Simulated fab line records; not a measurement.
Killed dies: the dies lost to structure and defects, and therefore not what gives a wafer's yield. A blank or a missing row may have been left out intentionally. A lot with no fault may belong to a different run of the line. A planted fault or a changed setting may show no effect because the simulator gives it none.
Which tool did it? ; flow sky130 ; 9 lots with 27 wafers sampled at 4 steps, on a route of 708 steps

== WHAT EACH GAUGE READ, for each wafer ==
SKY_SPACER_THK_MEAS_01.
lot;measured;on;SPACER_CVD_00_THK (nm)
L947;day 22 12:55;filmMetro-02;43.0 43.0 43.1
L948;day 22 16:18;filmMetro-02;43.2 43.1 43.0
L949;day 23 14:10;filmMetro-03;43.4 43.5 43.5
L950;day 23 15:22;filmMetro-02;43.5 43.6 43.8
L951;day 24 06:14;filmMetro-04;43.6 43.1 42.7
L952;day 25 03:15;filmMetro-02;42.5 42.8 42.8
L960;day 28 02:08;filmMetro-03;43.7 43.6 43.3
L961;day 28 11:25;filmMetro-02;39.9 39.9 39.6
L962;day 28 17:34;filmMetro-04;39.3 39.6 40.0

== WHAT TOOL EACH LOT RAN ON (gives the tool, then ch and the chambers of the sampled wafers, and finally the start) ==
lot;SKY_SONOS_ONO_ETCH_15;SKY_POLY_GATE_STRIP_18;SKY_SPACER_CVD_00
L947;rieDiel-01 ch 0,3, day 12 08:04;plasmaAsher-03 ch 0,1, day 16 00:28;lpcvd-02 ch 1, day 22 11:43
L948;rieDiel-03 ch 0,1, day 12 13:46;plasmaAsher-03 ch 0, day 16 04:52;lpcvd-02 ch 1, day 22 14:29
L949;rieDiel-03 ch 0,2,3, day 13 04:29;plasmaAsher-01 ch 0,1, day 16 20:55;lpcvd-02 ch 1, day 23 12:22
L950;rieDiel-04 ch 1,2, day 13 07:34;plasmaAsher-04 ch 0,1, day 17 00:43;lpcvd-02 ch 0, day 23 14:10
L951;rieDiel-04 ch 1,2,3, day 13 19:44;plasmaAsher-03 ch 0,1, day 17 17:38;lpcvd-02 ch 1, day 24 05:01
L952;rieDiel-01 ch 1,2, day 14 16:10;plasmaAsher-03 ch 0,1, day 18 14:02;lpcvd-02 ch 1, day 25 02:02
L960;rieDiel-03 ch 0,1,3, day 17 16:05;plasmaAsher-04 ch 0,1, day 21 17:35;lpcvd-02 ch 0, day 28 00:55
L961;rieDiel-04 ch 2,3, day 17 23:28;plasmaAsher-03 ch 1, day 22 03:02;lpcvd-02 ch 1, day 28 10:13
L962;rieDiel-04 ch 0,1,2, day 18 03:46;plasmaAsher-01 ch 0,1, day 22 09:26;lpcvd-02 ch 1, day 28 16:22
- SKY_SONOS_ONO_ETCH_15: etches the open film in CHF3/O2, target depth 19.52 nm, time 7.8 s.
- SKY_POLY_GATE_STRIP_18: strips in O2/N2.
- SKY_SPACER_CVD_00: deposits Si3N4 from DCS/NH3, target thk 43.1 nm, time 740 s.

== THE ANSWER, worked out from the rows above alone ==
Rule: usual is defined by the lots themselves. Put in order of their means at a reading, lots are off if they are a third of the lots or fewer, leave a main group of 4 or more, and stand apart from it by a gap of 3 or more times the standard deviation of the main group's means; of several such gaps the widest counts. A main group is skipped when, at the precision printed for the reading in the tables above, its means are all equal. Also off: a lot with no number at a reading for which 4 or more lots have one. Where the step has rows for the other lots, those lots are counted as sound.
Off: L961, L962, at SKY_SPACER_THK_MEAS_01 (SPACER_CVD_00_THK). For the main group the mean is 43.2 nm and the standard deviation 0.31.
A tool fits if, at a process step before that reading, it ran every lot that is off, and no sound lot after the first of them. Those tools and the gauges at SKY_SPACER_THK_MEAS_01 are tried in the same way. 2 tools fit, rieDiel-04 at SKY_SONOS_ONO_ETCH_15 and lpcvd-02 at SKY_SPACER_CVD_00, so this cannot tell which one it is.

== WHAT HAD BEEN PUT IN BY THE SIMULATOR ==
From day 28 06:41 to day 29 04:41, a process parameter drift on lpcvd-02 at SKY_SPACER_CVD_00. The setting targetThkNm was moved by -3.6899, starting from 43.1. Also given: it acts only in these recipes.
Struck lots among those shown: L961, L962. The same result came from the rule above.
